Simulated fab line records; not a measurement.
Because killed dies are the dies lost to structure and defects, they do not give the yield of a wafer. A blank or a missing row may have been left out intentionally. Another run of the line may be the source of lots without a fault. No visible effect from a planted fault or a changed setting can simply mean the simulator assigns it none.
Chamber matching + flow sky130 + 4 sister chambers for SKY_VIA2_ETCH_15 on rie-diel-04
The step etches SiO2 in C4F8/O2/Ar, stops on TiN, target depth 546 nm, time 84 s. 16 wafers are shown with their chamber, then 8 later ones without.

EACH WAFER AND ITS CHAMBER
| wafer  | chamber | chamber-pressure-mTorr (mTorr) | oes-product-au (a.u.) |
|--------|---------|--------------------------------|-----------------------|
| L074.1 | 0       | 39.98                          | 0.938                 |
| L074.5 | 0       | 39.91                          | 0.942                 |
| L074.6 | 3       | 39.99                          | 0.940                 |
| L081.1 | 2       | 39.94                          | 0.943                 |
| L081.3 | 3       | 40.00                          | 0.939                 |
| L081.6 | 3       | 39.99                          | 0.945                 |
| L083.2 | 1       | 39.99                          | 0.950                 |
| L083.4 | 0       | 40.03                          | 0.947                 |
| L083.6 | 2       | 39.90                          | 0.940                 |
| L084.1 | 2       | 40.01                          | 0.937                 |
| L084.4 | 1       | 39.99                          | 0.938                 |
| L084.6 | 1       | 40.04                          | 0.943                 |
| L086.1 | 0       | 40.04                          | 0.933                 |
| L086.3 | 1       | 39.98                          | 0.937                 |
| L086.5 | 3       | 40.07                          | 0.938                 |
| L088.2 | 1       | 39.99                          | 0.936                 |

SIGNATURES, as means of the wafers listed above
| reading                | chamber 0 | chamber 1 | chamber 2 | chamber 3 | scatter within a chamber |
|------------------------|-----------|-----------|-----------|-----------|--------------------------|
| chamber-pressure-mTorr | 39.9900   | 39.9980   | 39.9500   | 40.0125   | 0.0443                   |
| oes-product-au         | 0.94000   | 0.94080   | 0.94000   | 0.94050   | 0.0049                   |
Rule: a wafer lies at a distance from a chamber equal to the root of the sum of squares, over the readings, of (its reading less the chamber's mean, divided by the reading's scatter). The wafer belongs to the nearest chamber; if the next one is less than 2 further off, it can't be placed. The scatter: take each reading less its chamber's mean, square it, sum over the shown wafers, divide by the number of wafers less the number of chambers, and take the root.

WAFERS WITH NO CHAMBER GIVEN
| wafer  | chamber-pressure-mTorr (mTorr) | oes-product-au (a.u.) |
|--------|--------------------------------|-----------------------|
| L088.3 | 40.01                          | 0.940                 |
| L088.6 | 39.96                          | 0.940                 |
| L094.1 | 39.99                          | 0.939                 |
| L094.2 | 39.98                          | 0.944                 |
| L094.6 | 40.00                          | 0.933                 |
| L097.1 | 40.00                          | 0.935                 |
| L097.5 | 40.02                          | 0.933                 |
| L097.6 | 40.01                          | 0.935                 |

CHAMBER TAKEN BY EACH
| wafer  | from the rows above               | in truth |
|--------|-----------------------------------|----------|
| L088.3 | can't be placed: 3 or 1 or 0 or 2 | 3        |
| L088.6 | can't be placed: 2 or 0 or 1 or 3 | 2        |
| L094.1 | can't be placed: 0 or 1 or 3 or 2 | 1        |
| L094.2 | can't be placed: 1 or 0 or 3 or 2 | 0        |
| L094.6 | can't be placed: 0 or 3 or 1 or 2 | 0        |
| L097.1 | can't be placed: 0 or 3 or 1 or 2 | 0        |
| L097.5 | can't be placed: 3 or 0 or 1 or 2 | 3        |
| L097.6 | can't be placed: 0 or 3 or 1 or 2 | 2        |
Correct placement for 0 of the 8. Not placeable from these rows: 8 (in 8, the candidates include the true chamber). Number placed wrongly: 0.
